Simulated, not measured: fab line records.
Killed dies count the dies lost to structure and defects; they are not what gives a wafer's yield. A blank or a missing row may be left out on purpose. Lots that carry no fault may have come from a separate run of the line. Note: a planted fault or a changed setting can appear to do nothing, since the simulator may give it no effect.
fab line records    flow sky130
[record] lots = 24  wafers = 72  last_day = 50
route steps=708 shown VT_ADJUST_NCORE@129 METAL1@453 VIA1@472 VIA4@641 METAL5@667
lots that met no fault: from a run of the same line without faults
start_h: start of the lot's first displayed wafer, in hours after the record's first day    wait_h: hours elapsed since this lot's preceding step    " same as the row above    L1.1+2: one row covering several wafers at once    - no value, or no start given    * or withheld: withheld    < > ~ a bound
route shown NAME@n: NAME is a module with steps in the file, n the number in the route of the first one    usual: the fault-free wafers' mean and standard deviation    same: alike in all rows    chamber/n: place in a boat    sites: each site's reading    _std_site: standard deviation of those values    _edge_site: mean of outer sites minus mean of inner sites    radius_mm: how far each site lies from the wafer's centre    mask NAME#n: copy n    behind: tool/chamber where the wafer was last shaped    hold: why the lot was held/for how many hours/how that ended    device: the n, p or np transistor that did not switch    end of line: tests run on the same wafers once the route is complete    for a step that has no rows: nothing shown but its recipe    killed: at the first sort, the dies lost to defects and structure; wafer yield is something else    map: the dies of a wafer, with x for killed, . for not killed, _ for no die there
set.NAME: the setting the step ran with; set.NAME@STEP: the setting that earlier step ran with    model.NAME: the simulator's own value behind a step, which no gauge read
one table for each step of the route and one row for each wafer, over a sample of lots
services: when a tool's chamber went out of use (start_h, in hours from the record's first day, below 0 if earlier), for how many hours, and the reason
[[steps]]
[step SKY_VT_ADJUST_NCORE_STRIP_10]
[recipe] chemistry = O2/N2  power_w = 1400  pressure_mtorr = 1500  platen_temp_c = withheld  o2_flow_sccm = 3000  n2_flow_sccm = 300  overash_fraction = 0.5
[usual] drypump_motor_current_A = 5.6/0.32  oes_product_au = 0.715/0.0041  strip_time_to_endpoint_s = 14.19/0.033
lot.wafer  tool             chamber  start_h  wait_h  drypump_motor_current_A  oes_product_au  rf_hours_counter_h  strip_time_to_endpoint_s
L074.3     plasma_asher-01  1        180.52   0.1     5.6                      0.720           -                   14.14
L074.5     "                0        "        "       6.1                      0.718           -                   14.16
L074.6     "                1        "        "       5.6                      0.712           -                   14.17
L075.1     plasma_asher-03  0        187.73   0.1     5.4                      0.707           7                   14.25
L075.3     "                1        "        "       5.1                      0.716           -                   14.23
L075.5     "                0        "        "       5.4                      0.714           -                   14.31
L076.1     plasma_asher-03  1        196.35   0.1     5.1                      0.716           7                   14.22
L076.4     "                1        "        "       5.1                      0.714           -                   14.24
L076.5     "                0        "        "       5.4                      0.715           -                   14.24
L077.2     plasma_asher-01  1        205.18   0.1     5.6                      0.717           39                  14.16
L077.5     "                0        "        "       6.1                      0.714           -                   14.19
L077.6     "                1        "        "       5.6                      0.710           -                   14.17
L078.3     plasma_asher-01  0        213.40   0.1     6.1                      0.713           -                   14.23
L078.5     "                0        "        "       6.1                      0.717           -                   14.25
L078.6     "                1        "        "       5.6                      0.716           -                   14.19
L079.2     plasma_asher-01  0        217.72   0.1     6.1                      0.712           40                  14.17
L079.4     "                1        "        "       5.6                      0.715           -                   14.20
L079.6     "                1        "        "       5.6                      0.720           -                   14.17
L080.3     plasma_asher-03  0        223.55   0.1     5.4                      0.717           -                   14.18
L080.4     "                1        "        "       5.2                      0.718           -                   14.17
L080.6     "                0        "        "       5.4                      0.716           -                   14.17
L081.2     plasma_asher-03  1        230.75   0.1     5.1                      0.714           11                  14.29
L081.3     "                0        "        "       5.4                      0.714           -                   14.25
L081.6     "                0        "        "       5.4                      0.712           -                   14.24
L082.1     plasma_asher-01  0        239.23   0.1     6.1                      0.710           42                  14.17
L082.5     "                0        "        "       6.1                      0.715           -                   14.16
L082.6     "                1        "        "       5.6                      0.714           -                   14.23
L083.1     plasma_asher-04  0        245.15   0.1     5.8                      0.718           51                  14.21
L083.2     "                1        "        "       5.7                      0.718           51                  14.19
L083.4     "                0        "        "       5.8                      0.716           -                   14.18
L084.2     plasma_asher-04  1        248.03   0.1     5.7                      0.714           51                  14.18
L084.4     "                1        "        "       5.8                      0.714           -                   14.21
L084.5     "                0        "        "       5.8                      0.706           -                   14.20
L085.2     plasma_asher-03  1        259.57   0.1     5.1                      0.714           14                  14.15
L085.3     "                1        "        "       5.2                      0.709           -                   14.17
L085.4     "                0        "        "       5.4                      0.717           -                   14.14
L086.4     plasma_asher-01  0        274.96   0.1     6.1                      0.709           -                   14.18
L086.5     "                1        "        "       5.6                      0.708           -                   14.16
L086.6     "                0        "        "       6.1                      0.717           -                   14.18
L087.2     plasma_asher-01  0        280.62   0.1     6.1                      0.717           46                  14.15
L087.4     "                1        "        "       5.6                      0.715           -                   14.16
L087.6     "                1        "        "       5.6                      0.712           -                   14.20
L089.1     plasma_asher-01  0        287.73   0.1     6.1                      0.722           47                  14.19
L089.4     "                1        "        "       5.6                      0.712           -                   14.16
L089.5     "                1        "        "       5.6                      0.712           -                   14.18
L088.2     plasma_asher-04  1        288.33   0.1     5.8                      0.717           55                  14.18
L088.3     "                1        "        "       5.7                      0.709           -                   14.20
L088.5     "                1        "        "       5.8                      0.708           -                   14.22
L090.1     plasma_asher-04  1        296.47   0.1     5.8                      0.713           56                  14.19
L090.2     "                0        "        "       5.8                      0.714           56                  14.16
L090.4     "                0        "        "       5.8                      0.723           -                   14.19
L091.1     plasma_asher-01  0        299.38   0.1     6.1                      0.720           48                  14.19
L091.3     "                1        "        "       5.6                      0.711           -                   14.22
L091.4     "                0        "        "       6.1                      0.718           -                   14.22
L092.2     plasma_asher-03  0        311.37   0.1     5.4                      0.715           19                  14.18
L092.4     "                1        "        "       5.2                      0.715           -                   14.20
L092.5     "                0        "        "       5.5                      0.717           -                   14.19
L093.2     plasma_asher-01  1        317.88   0.1     5.6                      0.708           50                  14.21
L093.5     "                1        "        "       5.6                      0.719           -                   14.21
L093.6     "                0        "        "       6.1                      0.715           -                   14.21
L094.4     plasma_asher-04  0        324.36   0.1     5.8                      0.713           -                   14.19
L094.5     "                0        "        "       5.8                      0.711           -                   14.22
L094.6     "                1        "        "       5.8                      0.720           -                   14.21
L095.1     plasma_asher-03  0        329.15   0.1     5.4                      0.713           21                  14.15
L095.2     "                1        "        "       5.1                      0.709           21                  14.21
L095.5     "                1        "        "       5.1                      0.724           -                   14.20
L096.1     plasma_asher-03  0        337.78   0.1     5.4                      0.717           22                  14.09
L096.5     "                0        "        "       5.4                      0.705           -                   14.16
L096.6     "                1        "        "       5.2                      0.713           -                   14.18
L097.1     plasma_asher-03  0        343.40   0.1     5.4                      0.708           22                  14.16
L097.4     "                0        "        "       5.4                      0.709           -                   14.16
L097.6     "                0        "        "       5.4                      0.719           -                   14.15
[step SKY_METAL1_METAL_ETCH_19]
[recipe] target_depth_a = 3600  stop_on = SiO2  over_etch_frac = 0.3  time_s = 81.04  chemistry = Cl2/BCl3  resist_sidewall_deg = 88  pressure_mtorr = 10  icp_w = 900  bias_w = 48.5  Cl2_flow_sccm = 60  bcl3_flow_sccm = 30
[usual] drypump_motor_current_A = 5.5/0.37  oes_product_au = 0.848/0.0054  throttle_valve_pct = 22.264/0.0096
lot.wafer  tool          chamber  start_h  wait_h  drypump_motor_current_A  oes_product_au  rf_hours_counter_h  throttle_valve_pct
L074.3     rie_metal-04  1        761.79   0.1     5.7                      0.846           -                   22.267
L074.5     "             0        "        "       5.8                      0.851           -                   22.259
L074.6     "             1        "        "       5.7                      0.846           -                   22.276
L075.1     rie_metal-04  1        769.46   0.0     5.7                      0.857           3                   22.277
L075.3     "             1        "        "       5.7                      0.842           -                   22.262
L075.5     "             0        "        "       5.9                      0.841           -                   22.278
L076.1     rie_metal-03  1        779.00   0.0     5.1                      0.848           12                  22.262
L076.4     "             0        "        "       5.7                      0.848           -                   22.267
L076.5     "             1        "        "       5.1                      0.841           -                   22.269
L077.2     rie_metal-03  1        791.28   0.0     5.1                      0.855           12                  22.277
L077.5     "             1        "        "       5.1                      0.851           -                   22.272
L077.6     "             0        "        "       5.7                      0.849           -                   22.269
L078.3     rie_metal-02  1        805.58   0.1     4.8                      0.849           -                   22.258
L078.5     "             0        "        "       5.6                      0.847           -                   22.260
L078.6     "             1        "        "       4.8                      0.850           -                   22.278
L079.2     rie_metal-04  1        806.90   0.1     5.7                      0.845           -                   22.260
L079.4     "             1        "        "       5.7                      0.842           -                   22.272
L079.6     "             1        "        "       5.7                      0.841           -                   22.256
L080.3     rie_metal-03  1        814.79   0.1     5.1                      0.845           -                   22.265
L080.4     "             0        "        "       5.7                      0.857           -                   22.249
L080.6     "             1        "        "       5.1                      0.866           -                   22.263
L081.2     rie_metal-03  1        822.26   0.0     5.0                      0.846           14                  22.261
L081.3     "             1        "        "       5.1                      0.842           -                   22.248
L081.6     "             1        "        "       5.1                      0.846           -                   22.252
L082.1     rie_metal-03  1        829.88   0.0     5.1                      0.849           14                  22.282
L082.5     "             1        "        "       5.1                      0.847           -                   22.272
L082.6     "             0        "        "       5.7                      0.843           -                   22.283
L083.1     rie_metal-04  0        844.21   0.0     5.9                      0.845           1                   22.267
L083.2     "             1        "        "       5.7                      0.848           7                   22.269
L083.4     "             0        "        "       5.9                      0.858           -                   22.254
L084.2     rie_metal-03  1        844.73   0.0     5.1                      0.850           15                  22.257
L084.4     "             1        "        "       5.1                      0.853           -                   22.265
L084.5     "             1        "        "       5.1                      0.851           -                   22.273
L085.2     rie_metal-03  1        853.45   0.0     5.1                      0.850           15                  22.274
L085.3     "             0        "        "       5.6                      0.838           -                   22.256
L085.4     "             1        "        "       5.1                      0.844           -                   22.264
L086.4     rie_metal-02  1        869.49   0.1     4.8                      0.846           -                   22.251
L086.5     "             1        "        "       4.8                      0.838           -                   22.259
L086.6     "             0        "        "       5.5                      0.856           -                   22.279
L087.2     rie_metal-04  0        874.78   0.0     5.9                      0.855           2                   22.251
L087.4     "             1        "        "       5.7                      0.847           -                   22.255
L087.6     "             0        "        "       5.9                      0.855           -                   22.274
L089.1     rie_metal-04  1        882.75   0.0     5.7                      0.846           8                   22.252
L089.4     "             1        "        "       5.7                      0.850           -                   22.275
L089.5     "             0        "        "       5.8                      0.849           -                   22.273
L088.2     rie_metal-02  0        886.80   0.0     5.6                      0.849           13                  22.239
L088.3     "             1        "        "       4.8                      0.858           -                   22.275
L088.5     "             1        "        "       4.8                      0.845           -                   22.248
L090.1     rie_metal-04  1        887.68   0.0     5.6                      0.849           9                   22.254
L090.2     "             0        "        "       5.8                      0.845           2                   22.258
L090.4     "             1        "        "       5.7                      0.852           -                   22.263
L091.1     rie_metal-04  0        892.23   0.0     5.9                      0.841           3                   22.261
L091.3     "             0        "        "       5.8                      0.846           -                   22.273
L091.4     "             1        "        "       5.7                      0.853           -                   22.268
L092.2     rie_metal-02  0        907.50   0.0     5.5                      0.843           14                  22.263
L092.4     "             1        "        "       4.8                      0.836           -                   22.255
L092.5     "             0        "        "       5.5                      0.845           -                   22.279
L093.2     rie_metal-02  0        909.60   0.0     5.6                      0.846           15                  22.285
L093.5     "             1        "        "       4.8                      0.846           -                   22.269
L093.6     "             0        "        "       5.6                      0.845           -                   22.258
L094.4     rie_metal-04  1        922.41   0.1     5.7                      0.850           -                   22.266
L094.5     "             0        "        "       5.9                      0.849           -                   22.276
L094.6     "             1        "        "       5.7                      0.854           -                   22.257
L095.1     rie_metal-02  1        925.50   0.0     4.8                      0.847           4                   22.254
L095.2     "             0        "        "       5.6                      0.853           15                  22.249
L095.5     "             1        "        "       4.8                      0.846           -                   22.257
L096.1     rie_metal-02  1        930.93   0.0     4.8                      0.845           4                   22.271
L096.5     "             0        "        "       5.5                      0.846           -                   22.267
L096.6     "             1        "        "       4.8                      0.845           -                   22.265
L097.1     rie_metal-02  1        933.40   0.0     4.8                      0.853           4                   22.251
L097.4     "             0        "        "       5.5                      0.848           -                   22.264
L097.6     "             1        "        "       4.8                      0.853           -                   22.260
[step SKY_VIA1_ETCH_14]
[recipe] chemistry = N2/H2  target = BARC  ion_energy_ev = 200  source_w = 500  bias_w = 100  pressure_mtorr = 30  n2_flow_sccm = 100  h2_flow_sccm = 200  stop_on = SiO2  time_s = 45.9  target_depth_a = 600
[usual] drypump_motor_current_A = 5.7/0.57  h2_flow_sccm = 200.0/0.59  oes_product_au = 0.854/0.0051  throttle_valve_pct = 13.225/0.0093
lot.wafer  tool         chamber  start_h  wait_h  drypump_motor_current_A  h2_flow_sccm  oes_product_au  rf_hours_counter_h  throttle_valve_pct
L074.3     rie_diel-03  3        790.05   0.0     4.8                      199.7         0.850           20                  13.242
L074.5     "            2        "        "       5.2                      200.5         0.854           -                   13.223
L074.6     "            1        "        "       6.7                      199.9         0.853           -                   13.223
L075.1     rie_diel-02  0        797.57   0.0     5.7                      200.1         0.858           17                  13.224
L075.3     "            2        "        "       5.7                      200.1         0.859           13                  13.233
L075.5     "            2        "        "       5.7                      200.0         0.853           -                   13.216
L076.1     rie_diel-03  2        806.18   0.0     5.2                      200.9         0.851           5                   13.220
L076.4     "            1        "        "       6.7                      199.4         0.848           7                   13.222
L076.5     "            1        "        "       6.7                      199.1         0.859           -                   13.240
L077.2     rie_diel-02  0        819.20   0.0     5.7                      199.5         0.861           17                  13.225
L077.5     "            3        "        "       5.5                      201.0         0.851           -                   13.227
L077.6     "            2        "        "       5.8                      200.3         0.850           -                   13.234
L078.3     rie_diel-02  2        833.87   0.0     5.7                      199.4         0.849           14                  13.219
L078.5     "            0        "        "       5.7                      200.0         0.853           -                   13.230
L078.6     "            1        "        "       6.4                      200.8         0.844           -                   13.225
L079.2     rie_diel-03  2        834.93   0.0     5.2                      199.8         0.859           6                   13.235
L079.4     "            1        "        "       6.7                      199.0         0.847           8                   13.221
L079.6     "            2        "        "       5.2                      198.8         0.850           -                   13.209
L080.3     rie_diel-01  2        842.83   0.0     5.8                      199.6         0.853           7                   13.242
L080.4     "            2        "        "       5.8                      200.3         0.846           -                   13.237
L080.6     "            3        "        "       5.7                      199.6         0.853           -                   13.241
L081.2     rie_diel-01  0        849.93   0.0     5.9                      201.1         0.856           18                  13.230
L081.3     "            1        "        "       4.9                      199.9         0.853           2                   13.220
L081.6     "            1        "        "       4.9                      200.1         0.858           -                   13.220
L082.1     rie_diel-01  0        858.15   0.0     5.9                      200.2         0.856           19                  13.241
L082.5     "            1        "        "       5.0                      198.6         0.856           -                   13.211
L082.6     "            2        "        "       5.8                      199.5         0.849           -                   13.224
L083.1     rie_diel-01  0        871.60   0.0     5.9                      199.8         0.856           19                  13.229
L083.2     "            3        "        "       5.7                      198.4         0.845           14                  13.231
L083.4     "            2        "        "       5.8                      200.4         0.857           8                   13.216
L084.2     rie_diel-03  3        871.95   0.0     4.8                      200.3         0.850           23                  13.223
L084.4     "            0        "        "       5.6                      199.5         0.841           15                  13.218
L084.5     "            1        "        "       6.8                      200.5         0.852           -                   13.229
L085.2     rie_diel-03  3        880.62   0.0     4.8                      200.2         0.852           23                  13.234
L085.3     "            2        "        "       5.2                      199.8         0.867           7                   13.208
L085.4     "            1        "        "       6.7                      200.2         0.865           9                   13.237
L086.4     rie_diel-02  3        896.37   0.0     5.4                      200.4         0.847           -                   13.231
L086.5     "            2        "        "       5.7                      199.9         0.854           -                   13.231
L086.6     "            1        "        "       6.4                      199.8         0.855           -                   13.224
L087.2     rie_diel-03  1        901.67   0.0     6.7                      200.1         0.860           10                  13.237
L087.4     "            2        "        "       5.2                      200.9         0.852           9                   13.225
L087.6     "            2        "        "       5.2                      201.3         0.852           -                   13.204
L089.1     rie_diel-03  2        909.28   0.0     5.2                      201.0         0.852           9                   13.220
L089.4     "            0        "        "       5.6                      199.5         0.854           -                   13.212
L089.5     "            2        "        "       5.2                      199.9         0.853           -                   13.223
L088.2     rie_diel-02  1        914.20   0.0     6.4                      199.9         0.849           4                   13.219
L088.3     "            2        "        "       5.8                      200.7         0.853           -                   13.222
L088.5     "            1        "        "       6.3                      200.0         0.857           -                   13.238
L090.1     rie_diel-03  1        914.55   0.0     6.7                      200.2         0.853           11                  13.237
L090.2     "            0        "        "       5.6                      200.3         0.863           17                  13.234
L090.4     "            2        "        "       5.2                      199.5         0.870           -                   13.222
L091.1     rie_diel-02  1        918.65   0.0     6.4                      200.5         0.858           4                   13.232
L091.3     "            2        "        "       5.7                      199.5         0.857           -                   13.218
L091.4     "            1        "        "       6.4                      199.9         0.858           -                   13.219
L092.2     rie_diel-01  0        933.74   0.0     5.9                      199.6         0.853           21                  13.230
L092.4     "            3        "        "       5.7                      200.1         0.851           -                   13.237
L092.5     "            0        "        "       5.9                      200.0         0.855           -                   13.224
L093.2     rie_diel-03  2        937.28   0.0     5.2                      199.9         0.860           10                  13.218
L093.5     "            3        "        "       4.8                      199.4         0.860           -                   13.226
L093.6     "            0        "        "       5.6                      199.8         0.854           -                   13.240
L094.4     rie_diel-01  3        948.18   0.0     5.7                      199.4         0.856           16                  13.213
L094.5     "            1        "        "       4.9                      200.3         0.858           -                   13.224
L094.6     "            0        "        "       5.9                      200.5         0.861           -                   13.211
L095.1     rie_diel-03  0        952.05   0.0     5.6                      200.8         0.852           18                  13.239
L095.2     "            1        "        "       6.7                      200.5         0.853           12                  13.225
L095.5     "            3        "        "       4.7                      200.1         0.855           -                   13.226
L096.1     rie_diel-01  1        957.25   0.0     5.0                      199.7         0.863           5                   13.220
L096.5     "            0        "        "       5.8                      200.0         0.859           -                   13.213
L096.6     "            3        "        "       5.7                      199.4         0.860           -                   13.218
L097.1     rie_diel-01  0        959.18   0.0     5.9                      200.2         0.851           22                  13.215
L097.4     "            1        "        "       5.0                      198.8         0.849           5                   13.231
L097.6     "            2        "        "       5.8                      200.3         0.855           -                   13.220
[step SKY_VIA1_THK_MEAS_23]
[recipe] thk_meas_gauge = xrf  reads = W_of_VIA1_CVD_21
[usual] VIA1_W_THK = 258/4.7
lot.wafer  tool           chamber  start_h  wait_h  VIA1_W_THK[nm]
L074.3     film_metro-03  -        791.02   0.1     264
L074.5     "              -        "        "       264
L074.6     "              -        "        "       256
L075.1     film_metro-01  -        798.52   0.1     257
L075.3     "              -        "        "       253
L075.5     "              -        "        "       257
L076.1     film_metro-04  -        807.14   0.1     260
L076.4     "              -        "        "       251
L076.5     "              -        "        "       249
L077.2     film_metro-04  -        820.20   0.1     256
L077.5     "              -        "        "       252
L077.6     "              -        "        "       255
L078.3     film_metro-03  -        834.85   0.1     255
L078.5     "              -        "        "       252
L078.6     "              -        "        "       260
L079.2     film_metro-03  -        835.93   0.1     260
L079.4     "              -        "        "       257
L079.6     "              -        "        "       264
L080.3     film_metro-04  -        843.80   0.1     262
L080.4     "              -        "        "       262
L080.6     "              -        "        "       259
L081.2     film_metro-01  -        850.91   0.1     257
L081.3     "              -        "        "       253
L081.6     "              -        "        "       258
L082.1     film_metro-01  -        859.11   0.1     250
L082.5     "              -        "        "       254
L082.6     "              -        "        "       249
L083.1     film_metro-04  -        872.60   0.1     262
L083.2     "              -        "        "       256
L083.4     "              -        "        "       263
L084.2     film_metro-01  -        872.93   0.1     258
L084.4     "              -        "        "       252
L084.5     "              -        "        "       257
L085.2     film_metro-03  -        881.60   0.1     257
L085.3     "              -        "        "       261
L085.4     "              -        "        "       259
L086.4     film_metro-04  -        897.35   0.1     263
L086.5     "              -        "        "       260
L086.6     "              -        "        "       262
L087.2     film_metro-03  -        902.64   0.1     263
L087.4     "              -        "        "       268
L087.6     "              -        "        "       272
L089.1     film_metro-04  -        910.23   0.1     253
L089.4     "              -        "        "       259
L089.5     "              -        "        "       262
L088.2     film_metro-03  -        915.21   0.1     261
L088.3     "              -        "        "       259
L088.5     "              -        "        "       258
L090.1     film_metro-04  -        915.51   0.1     259
L090.2     "              -        "        "       253
L090.4     "              -        "        "       254
L091.1     film_metro-04  -        919.65   0.1     260
L091.3     "              -        "        "       262
L091.4     "              -        "        "       261
L092.2     film_metro-01  -        934.71   0.1     259
L092.4     "              -        "        "       257
L092.5     "              -        "        "       258
L093.2     film_metro-04  -        938.24   0.1     257
L093.5     "              -        "        "       258
L093.6     "              -        "        "       256
L094.4     film_metro-01  -        949.16   0.1     252
L094.5     "              -        "        "       255
L094.6     "              -        "        "       247
L095.1     film_metro-03  -        953.02   0.1     259
L095.2     "              -        "        "       266
L095.5     "              -        "        "       265
L096.1     film_metro-03  -        958.21   0.1     260
L096.5     "              -        "        "       257
L096.6     "              -        "        "       258
L097.1     film_metro-01  -        960.13   0.1     251
L097.4     "              -        "        "       254
L097.6     "              -        "        "       256
[step SKY_VIA4_CMP_02]
[recipe] material = SiO2  down_force_psi = 4  platen_rpm = 60  pad_velocity_m_s = 0.94248
[usual] motor_current_A = 12.1/1
lot.wafer  tool    chamber  start_h  wait_h  motor_current_A
L074.3     cmp-02  0        980.31   0.2     11.5
L074.5     "       1        "        "       13.3
L074.6     "       2        "        "       13.0
L075.3     cmp-02  0        986.98   0.0     11.5
L075.1     "       2        "        "       13.1
L075.5     "       1        "        "       13.8
L076.4     cmp-02  2        995.40   0.0     13.5
L076.1     "       0        "        "       11.4
L076.5     "       3        "        "       11.5
L077.2     cmp-01  2        1005.36  0.1     10.3
L077.6     "       1        "        "       12.7
L077.5     "       2        "        "       10.2
L078.3     cmp-01  2        1016.72  0.0     10.4
L078.5     "       2        "        "       10.7
L078.6     "       3        "        "       13.5
L079.4     cmp-02  1        1019.48  0.1     13.5
L079.2     "       0        "        "       12.0
L079.6     "       2        "        "       12.4
L080.4     cmp-02  1        1026.46  0.0     13.4
L080.3     "       2        "        "       12.4
L080.6     "       1        "        "       13.5
L081.2     cmp-02  3        1033.43  0.0     11.9
L081.3     "       0        "        "       10.7
L081.6     "       3        "        "       12.5
L082.1     cmp-02  3        1039.59  0.3     12.1
L082.6     "       0        "        "       11.8
L082.5     "       1        "        "       13.5
L084.4     cmp-02  1        1053.02  0.1     14.3
L084.2     "       2        "        "       12.7
L084.5     "       0        "        "       11.6
L083.2     cmp-01  2        1053.42  0.0     10.5
L083.4     "       3        "        "       12.6
L083.1     "       1        "        "       13.7
L085.2     cmp-01  0        1059.62  0.0     10.7
L085.3     "       2        "        "       10.0
L085.4     "       3        "        "       13.2
L086.4     cmp-01  3        1070.96  0.5     12.9
L086.6     "       2        "        "       9.6
L086.5     "       3        "        "       13.3
L087.2     cmp-01  0        1077.34  0.0     11.0
L087.4     "       3        "        "       12.6
L087.6     "       0        "        "       10.8
L089.1     cmp-02  1        1085.14  1.6     13.0
L089.4     "       0        "        "       11.8
L089.5     "       2        "        "       13.3
L088.3     cmp-02  0        1087.04  0.1     11.4
L088.2     "       1        "        "       13.5
L088.5     "       3        "        "       11.4
L090.2     cmp-02  2        1087.69  0.0     12.8
L090.4     "       0        "        "       11.9
L090.1     "       1        "        "       14.0
L091.1     cmp-01  0        1090.68  0.1     11.4
L091.3     "       1        "        "       13.3
L091.4     "       3        "        "       13.0
L092.4     cmp-01  1        1101.64  0.0     12.9
L092.2     "       2        "        "       10.4
L092.5     "       2        "        "       10.9
L093.2     cmp-01  3        1107.24  0.2     12.3
L093.6     "       3        "        "       12.8
L093.5     "       0        "        "       11.5
L094.4     cmp-02  1        1113.92  0.0     13.2
L094.6     "       1        "        "       13.0
L094.5     "       2        "        "       13.6
L095.1     cmp-01  1        1120.07  0.1     12.7
L095.2     "       2        "        "       10.6
L095.5     "       1        "        "       12.6
L096.1     cmp-01  1        1125.65  0.2     12.5
L096.6     "       2        "        "       10.7
L096.5     "       3        "        "       12.6
L097.1     cmp-02  0        1125.90  0.1     11.0
L097.4     "       1        "        "       13.6
L097.6     "       3        "        "       11.6
[step SKY_METAL5_THK_MEAS_06]
[recipe] thk_meas_gauge = xrf  reads = AlCu_of_METAL5_SPUTTER_02
[usual] METAL5_ALCU_THK = 1160/16
lot.wafer  tool           chamber  start_h  wait_h  METAL5_ALCU_THK[nm]
L074.3     film_metro-03  -        1005.47  0.1     1165
L074.5     "              -        "        "       1148
L074.6     "              -        "        "       1168
L075.1     film_metro-02  -        1011.98  0.1     1173
L075.3     "              -        "        "       1178
L075.5     "              -        "        "       1186
L076.1     film_metro-02  -        1020.80  0.1     1164
L076.4     "              -        "        "       1179
L076.5     "              -        "        "       1180
L077.2     film_metro-02  -        1029.89  0.1     1171
L077.5     "              -        "        "       1184
L077.6     "              -        "        "       1171
L078.3     film_metro-03  -        1041.10  0.1     1151
L078.5     "              -        "        "       1171
L078.6     "              -        "        "       1149
L079.2     film_metro-02  -        1043.69  0.1     1162
L079.4     "              -        "        "       1156
L079.6     "              -        "        "       1154
L080.3     film_metro-04  -        1050.19  0.1     1175
L080.4     "              -        "        "       1155
L080.6     "              -        "        "       1161
L081.2     film_metro-04  -        1057.64  0.1     1166
L081.3     "              -        "        "       1163
L081.6     "              -        "        "       1159
L082.1     film_metro-03  -        1063.28  0.1     1159
L082.5     "              -        "        "       1172
L082.6     "              -        "        "       1138
L084.2     film_metro-04  -        1076.49  0.1     1170
L084.4     "              -        "        "       1145
L084.5     "              -        "        "       1160
L083.1     film_metro-04  -        1077.03  0.1     1196
L083.2     "              -        "        "       1190
L083.4     "              -        "        "       1164
L085.2     film_metro-02  -        1084.95  0.1     1134
L085.3     "              -        "        "       1143
L085.4     "              -        "        "       1138
L086.4     film_metro-02  -        1092.85  0.1     1164
L086.5     "              -        "        "       1153
L086.6     "              -        "        "       1172
L087.2     film_metro-03  -        1100.33  0.1     1130
L087.4     "              -        "        "       1134
L087.6     "              -        "        "       1136
L089.1     film_metro-03  -        1107.53  0.1     1152
L089.4     "              -        "        "       1167
L089.5     "              -        "        "       1180
L088.2     film_metro-04  -        1109.42  0.1     1142
L088.3     "              -        "        "       1166
L088.5     "              -        "        "       1146
L090.1     film_metro-03  -        1109.99  0.1     1150
L090.2     "              -        "        "       1132
L090.4     "              -        "        "       1141
L091.1     film_metro-03  -        1112.72  0.1     1129
L091.3     "              -        "        "       1142
L091.4     "              -        "        "       1132
L092.2     film_metro-02  -        1123.69  0.1     1170
L092.4     "              -        "        "       1166
L092.5     "              -        "        "       1156
L093.2     film_metro-03  -        1128.96  0.1     1151
L093.5     "              -        "        "       1139
L093.6     "              -        "        "       1146
L094.4     film_metro-02  -        1135.30  0.1     1181
L094.5     "              -        "        "       1190
L094.6     "              -        "        "       1185
L095.1     film_metro-02  -        1140.53  0.1     1163
L095.2     "              -        "        "       1172
L095.5     "              -        "        "       1180
L096.1     film_metro-03  -        1146.14  0.1     1161
L096.5     "              -        "        "       1139
L096.6     "              -        "        "       1158
L097.1     film_metro-04  -        1146.44  0.1     1187
L097.4     "              -        "        "       1180
L097.6     "              -        "        "       1162
[[services]]
tool    chamber  start_h  hours  kind
cmp-02  -        219.41   1.1    repair
cmp-02  -        247.34   0.9    repair
cmp-02  -        254.72   0.8    repair
cmp-02  -        271.99   1.0    repair
cmp-02  -        314.46   5.4    repair
cmp-02  -        319.83   19.6   pm
cmp-02  -        407.47   4.0    pm
cmp-02  -        421.60   1.7    repair
cmp-02  -        432.19   2.9    pm
cmp-02  -        464.21   0.5    repair
cmp-02  -        490.37   0.5    repair
cmp-02  -        503.56   10.6   repair
cmp-02  -        564.17   2.5    repair
cmp-02  -        655.30   4.6    repair
cmp-02  -        666.59   12.3   pm
cmp-02  -        683.45   0.7    repair
cmp-02  -        694.92   1.1    repair
cmp-02  -        743.36   0.6    repair
cmp-02  -        747.47   4.0    pm
cmp-02  -        801.19   6.4    pm
cmp-02  -        823.45   4.4    repair
cmp-02  -        841.06   1.4    repair
cmp-02  -        884.51   0.4    repair
cmp-02  -        976.48   2.4    repair
[[key]]
fault none
